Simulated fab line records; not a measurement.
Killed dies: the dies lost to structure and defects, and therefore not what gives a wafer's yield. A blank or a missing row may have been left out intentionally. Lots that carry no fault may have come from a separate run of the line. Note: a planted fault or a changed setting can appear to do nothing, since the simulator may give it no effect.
Matching of chambers ; flow sky130 ; pecvd-01 running SKY_CONTACT_CVD_00: 3 sister chambers
The step deposits Si3N4, target thk 75 nm. 3 wafers are shown with their chamber, then 7 later ones without.

## WAFERS WITH THEIR CHAMBER
wafer;chamber;heater-power-w (W)
L824.4;0;696
L824.5;1;756
L825.5;2;914

## WAFERS WITHOUT THEIR CHAMBER
wafer;heater-power-w (W)
L825.6;853
L827.1;824
L827.4;829
L827.5;945
L829.1;765
L829.2;935
L829.3;838

## CHAMBER TAKEN BY EACH
wafer;from the rows above;in truth
L825.6;can't be placed: 2 or 1 or 0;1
L827.1;can't be placed: 1 or 2 or 0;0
L827.4;can't be placed: 1 or 2 or 0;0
L827.5;2;2
L829.1;can't be placed: 1 or 0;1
L829.2;2;2
L829.3;can't be placed: 2 or 1 or 0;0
Correctly placed: 2 of 7. From these rows, 5 cannot be placed; in 5 the true chamber is one of the candidates. Wrongly placed: 0.
How it was worked out, from the rows above alone: a wafer's distance from a chamber is the root of the sum, over the readings, of the square of ((its reading less the chamber's mean) divided by the reading's scatter). If the next closest chamber is less than 2 further off than the closest, the wafer can't be placed; otherwise it belongs to the closest. The mean given for a chamber averages the wafers shown for that chamber. The scatter (one wafer shown for each chamber): square how far every hidden wafer sits from the nearest shown wafer, average those squares and take the square root.
